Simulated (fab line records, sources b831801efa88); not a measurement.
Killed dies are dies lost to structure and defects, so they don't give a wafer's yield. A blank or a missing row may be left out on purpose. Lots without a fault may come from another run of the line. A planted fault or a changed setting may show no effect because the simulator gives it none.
Which tool did it? | flow gf180mcu | 12 lots, 36 wafers sampled, at 4 steps of a route of 602

WHAT THE GAUGES READ, wafer by wafer
GF_VT_IMPLANT_OVL_MEAS_18.
lot  | measured     | on         | VT_IMPLANT_01_OVL (nm)
L146 | day 7 11:03  | overlay-01 | 0.4 0.4 1.5
L147 | day 7 12:53  | overlay-02 | -0.1 -2.0 -0.4
L148 | day 7 14:00  | overlay-01 | -1.1 1.1 0.8
L149 | day 8 02:03  | overlay-01 | -2.3 -2.0 -2.0
L153 | day 8 16:21  | overlay-02 | -3.4 -0.7 -2.7
L154 | day 8 23:05  | overlay-01 | -2.0 -1.1 -1.3
L156 | day 9 09:50  | overlay-01 | -1.0 -1.8 -1.0
L158 | day 9 20:21  | overlay-01 | -0.6 -1.8 -1.9
L159 | day 10 03:15 | overlay-02 | -0.5 -1.7 -1.6
L162 | day 10 19:45 | overlay-02 | -2.5 -1.8 -1.9
L163 | day 11 02:23 | overlay-02 | 0.7 0.9 -0.2
L167 | day 12 02:28 | overlay-02 | -1.5 -0.4 1.6

GF_VT_IMPLANT_TW_MEAS_21.
lot  | measured     | on            | VT_IMPLANT_2_TW
L146 | day 7 11:20  | film_metro-02 | 1210 1218 1214
L147 | day 7 13:10  | film_metro-01 | 1224 1217 1217
L148 | day 7 14:17  | film_metro-04 | 1209 1211 1207
L149 | day 8 02:21  | film_metro-01 | 1222 1228 1232
L153 | day 8 16:38  | film_metro-01 | 1233 1231 1238
L154 | day 8 23:24  | film_metro-04 | 1218 1213 1217
L156 | day 9 10:08  | film_metro-01 | 1226 1224 1224
L158 | day 9 20:38  | film_metro-02 | 1225 1226 1220
L159 | day 10 03:32 | film_metro-02 | 1227 1216 1233
L162 | day 10 20:02 | film_metro-01 | 1223 1217 1219
L163 | day 11 02:40 | film_metro-04 | 1213 1212 1217
L167 | day 12 02:46 | film_metro-04 | 1204 1209 1208

GF_VT_IMPLANT_OVL_MEAS_29.
lot  | measured     | on         | VT_IMPLANT_02_OVL (nm)
L146 | day 8 04:06  | overlay-02 | 0.1 -0.4 0.2
L147 | day 8 04:23  | overlay-01 | -1.9 0.6 -2.0
L148 | day 8 05:53  | overlay-02 | -1.4 -2.0 -0.2
L149 | day 8 17:59  | overlay-02 | 1.7 -0.2 0.2
L153 | day 9 07:53  | overlay-02 | -0.4 1.3 0.7
L154 | day 9 15:11  | overlay-01 | 0.3 -1.3 -1.8
L156 | day 10 03:32 | overlay-01 | -1.3 -1.7 -0.8
L158 | day 10 13:44 | overlay-01 | 2.0 1.7 0.9
L159 | day 10 21:01 | overlay-01 | -1.0 -1.5 -1.0
L162 | day 11 13:45 | overlay-01 | -1.8 1.6 0.4
L163 | day 11 21:12 | overlay-01 | 2.7 2.3 3.1
L167 | day 12 21:49 | overlay-01 | 1.1 0.9 0.8

WHICH TOOL RAN EACH LOT (tool, then ch and the chambers of the sampled wafers, then the start)
lot  | GF_VT_IMPLANT_EXPOSE_26
L146 | iline_stepper-01 ch 0, day 7 21:10
L147 | iline_stepper-01 ch 0, day 7 21:14
L148 | iline_stepper-01 ch 0, day 7 22:06
L149 | iline_stepper-01 ch 0, day 8 10:35
L153 | iline_stepper-02 ch 0, day 8 23:56
L154 | iline_stepper-02 ch 0, day 9 07:17
L156 | iline_stepper-02 ch 0, day 9 19:06
L158 | iline_stepper-02 ch 0, day 10 05:13
L159 | iline_stepper-02 ch 0, day 10 12:14
L162 | iline_stepper-02 ch 0, day 11 04:46
L163 | iline_stepper-02 ch 0, day 11 12:05
L167 | iline_stepper-02 ch 0, day 12 12:28
- GF_VT_IMPLANT_EXPOSE_26: exposes mask LVPWELL HV AREA, target cd 860 nm.

WHAT THE TOOLS THEMSELVES READ (means of the sampled wafers that have a number; where no wafer has one, the mark that the record gives instead)
GF_VT_IMPLANT_EXPOSE_26.
lot  | tool             | exposure_dose_mJ_cm2
L146 | iline_stepper-01 | 128.40
L147 | iline_stepper-01 | 128.53
L148 | iline_stepper-01 | 128.44
L149 | iline_stepper-01 | 128.54
L153 | iline_stepper-02 | 139.93
L154 | iline_stepper-02 | 139.98
L156 | iline_stepper-02 | 140.02
L158 | iline_stepper-02 | 139.90
L159 | iline_stepper-02 | 140.19
L162 | iline_stepper-02 | 140.05
L163 | iline_stepper-02 | 140.19
L167 | iline_stepper-02 | 139.90

THE ANSWER, worked out from the rows above alone
Rule: what is usual is taken from the lots themselves. Put in order of their means at a reading, lots are off if they are a third of the lots or fewer, leave a main group of 4 or more, and stand apart from it by a gap of 3 or more times the standard deviation of the main group's means; of several such gaps the widest counts. A main group whose means are all the same, to the digits that the tables above print for the reading, isn't used. A lot without any number at a reading at which 4 lots or more have one is off too. The other lots that the step has rows for count as sound. The gauges are gone through in route order, then the tools' own readings, and for those a lot's mean is taken as printed above. The first step at which some lot is off is used, and at that step the reading that is off furthest; a lot without a number counts as furthest.
Off: L146, L147, L148, L149, at GF_VT_IMPLANT_EXPOSE_26 (exposure_dose_mJ_cm2). The main group: mean 140.02, standard deviation 0.11.
A tool fits if, at that step or a process step before it, it ran every lot that is off, and no sound lot after the first of them. One fits: iline_stepper-01 at GF_VT_IMPLANT_EXPOSE_26. It ran no sound lot before its first lot that is off in this sample, so the start can't be narrowed down.
The tool's own readings at GF_VT_IMPLANT_EXPOSE_26 bear it out: on the lots that are off they differ by more than 5 times the standard deviation of the sound lots' means. exposure_dose_mJ_cm2 reads 128.48 there against 140.02 on the sound lots.

WHAT THE SIMULATOR HAD PUT IN
Process parameter drift: iline_stepper-01, from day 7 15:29 on, at GF_VT_IMPLANT_EXPOSE_26. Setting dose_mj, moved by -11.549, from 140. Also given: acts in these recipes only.
Lots struck among those shown: L146, L147, L148, L149. The rule above found the same.
